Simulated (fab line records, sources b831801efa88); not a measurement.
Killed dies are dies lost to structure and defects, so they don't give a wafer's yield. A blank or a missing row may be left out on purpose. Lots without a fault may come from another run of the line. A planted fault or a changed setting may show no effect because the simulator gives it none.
Chamber matching | flow sky130 | SKY_VIA1_CMP_24 on cmp-02: 4 sister chambers
The step polishes, stops on SiO2, t overpolish 15 s, target thk 0 nm. 4 wafers are shown with their chamber, then 10 later ones without.

WAFERS WITH THEIR CHAMBER
wafer  | chamber | motor_current_A (A)
L650.2 | 1       | 10.6
L652.6 | 0       | 10.0
L653.2 | 3       | 13.2
L653.3 | 2       | 11.8

WAFERS WITHOUT THEIR CHAMBER
wafer  | motor_current_A (A)
L653.4 | 10.6
L655.1 | 9.7
L655.2 | 10.8
L655.5 | 9.7
L658.2 | 11.9
L658.3 | 10.0
L658.6 | 13.5
L661.2 | 11.3
L661.3 | 12.4
L661.5 | 13.0

WHICH CHAMBER EACH WENT THROUGH
wafer  | from the rows above     | in truth
L653.4 | can't be placed: 1 or 0 | 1
L655.1 | can't be placed: 0 or 1 | 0
L655.2 | can't be placed: 1 or 0 | 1
L655.5 | can't be placed: 0 or 1 | 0
L658.2 | 2                       | 2
L658.3 | can't be placed: 0 or 1 | 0
L658.6 | 3                       | 3
L661.2 | can't be placed: 2 or 1 | 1
L661.3 | can't be placed: 2 or 3 | 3
L661.5 | 3                       | 3
Placed correctly: 3 of 10. Can't be placed from these rows: 7 (the true chamber is among the candidates in 7). Placed wrongly: 0.
How it was worked out, from the rows above alone: a wafer's distance from a chamber is the root of the sum, over the readings, of the square of ((its reading less the chamber's mean) divided by the reading's scatter). The wafer belongs to the nearest chamber; if the next one is less than 2 further off, it can't be placed. A chamber's mean is the mean of its shown wafers. The scatter: with one shown wafer a chamber, the root of the mean of the squares of how far each hidden wafer lies from its nearest shown one.
